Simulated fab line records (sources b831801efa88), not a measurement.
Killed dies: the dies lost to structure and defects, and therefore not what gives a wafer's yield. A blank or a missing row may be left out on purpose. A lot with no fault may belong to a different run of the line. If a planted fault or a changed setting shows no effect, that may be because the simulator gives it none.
Split-lot experiment | flow sky130 | 23 wafers read across 5 lots, on a route 708 steps long

== SPLIT DETAILS ==
At SKY_LI_CONTACT_SPUTTER_19 (material Ti, target thk 20 nm, time 106.37 s), the setting power-w was moved away from the recipe's 2500 W on 6 of the 23 wafers read, by -4.3% to +9.9%. The other wafers ran this setting at the recipe's value.

The reading is taken at the split's own step.

== THE READING ==
Ti_of_LI_CONTACT_SPUTTER_19.thk-nm (the simulator's own value, which no gauge read), in nm, at SKY_LI_CONTACT_SPUTTER_19 (material Ti, target thk 20 nm, time 106.37 s). There is no usual value for it anywhere in the file. Average 20.00 nm, standard deviation 0.26 nm, over the 17 wafers here run with the recipe.

wafer  | tool, chamber at the split | power-w as run, W | against the recipe | Ti_of_LI_CONTACT_SPUTTER_19.thk-nm, nm | against lot-mates on the recipe
L074.2 | pvd-sputter-03, -          | 2500              | recipe             | 20.54                                  | -
L074.4 | pvd-sputter-03, -          | 2500              | recipe             | 20.65                                  | -
L074.5 | pvd-sputter-03, -          | 2500              | recipe             | 20.23                                  | -
L076.1 | pvd-sputter-04, -          | 2748              | +9.9%              | 21.91                                  | +2.04
L076.2 | pvd-sputter-04, -          | 2500              | recipe             | 19.67                                  | -
L076.4 | pvd-sputter-04, -          | 2500              | recipe             | 19.92                                  | -
L076.5 | pvd-sputter-04, -          | 2500              | recipe             | 20.03                                  | -
L076.6 | pvd-sputter-04, -          | 2748              | +9.9%              | 21.84                                  | +1.97
L081.1 | pvd-sputter-04, -          | 2500              | recipe             | 19.97                                  | -
L081.2 | pvd-sputter-04, -          | 2392              | -4.3%              | 19.05                                  | -0.82
L081.3 | pvd-sputter-04, -          | 2500              | recipe             | 19.77                                  | -
L081.5 | pvd-sputter-04, -          | 2500              | recipe             | 19.87                                  | -
L081.6 | pvd-sputter-04, -          | 2392              | -4.3%              | 18.8                                   | -1.07
L083.1 | pvd-sputter-04, -          | 2500              | recipe             | 19.59                                  | -
L083.2 | pvd-sputter-04, -          | 2500              | recipe             | 20.03                                  | -
L083.3 | pvd-sputter-04, -          | 2500              | recipe             | 19.91                                  | -
L083.4 | pvd-sputter-04, -          | 2500              | recipe             | 19.94                                  | -
L083.6 | pvd-sputter-04, -          | 2500              | recipe             | 20.02                                  | -
L085.1 | pvd-sputter-02, -          | 2500              | recipe             | 20.05                                  | -
L085.2 | pvd-sputter-02, -          | 2616              | +4.6%              | 21.18                                  | +1.21
L085.4 | pvd-sputter-02, -          | 2500              | recipe             | 19.92                                  | -
L085.5 | pvd-sputter-02, -          | 2500              | recipe             | 19.94                                  | -
L085.6 | pvd-sputter-02, -          | 2616              | +4.6%              | 21.23                                  | +1.26

FIT RESULTS
A straight line over all 23 wafers: Ti_of_LI_CONTACT_SPUTTER_19.thk-nm changes by +0.209 nm for each +1% of power-w; r = +0.94; the points scatter about the line by 0.26 nm.
The same after taking each lot's own level away (the mean of its wafers on the recipe; 23 wafers): +0.213 nm for each +1%; r = +0.98; scatter 0.15 nm.
That fit puts the effect of the largest move of power-w on the reading at 2.1 nm.
From 19.870 to 20.473 nm: that is the span of the lots' own levels, equal to 2.3 times the standard deviation above.
The two slopes are in agreement: the lot-to-lot level therefore moves the slope only a little.
Check: with one of the wafers moved furthest among these (+9.9%) left out of the fit, the line predicts +2.18 nm for it against its lot-mates. It came out at +2.04 nm against them.

== ADDITIONAL SPLITS CARRIED BY THESE WAFERS ==
Other splits were also applied to these wafers ahead of the reading. Each is held against what the fit with the lots' levels taken away leaves over:
other split on the same wafers      | wafers away from the commonest value | r with Ti_of_LI_CONTACT_SPUTTER_19.thk-nm (lot level and that fit taken away)
SKY_POLY_CUT_EXPOSE_05 dose-mj      | 8                                    | -0.07
SKY_RES_XHIGH_COAT_02 resist-thk-nm | 9                                    | -0.06
SKY_RES_XHIGH_DEVELOP_06 dev-temp-c | 10                                   | +0.06
SKY_SD_N_STRIP_11 power-w           | 5                                    | +0.26
SKY_LI_CONTACT_HDPCVD_00 time-s     | 8                                    | -0.29
SKY_LI_CONTACT_COAT_07 spin-rpm     | 8                                    | +0.33

== FILE'S OWN FIT ==
Ti_of_LI_CONTACT_SPUTTER_19.thk-nm changes by +0.214 nm for each +1% of power-w, r = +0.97.
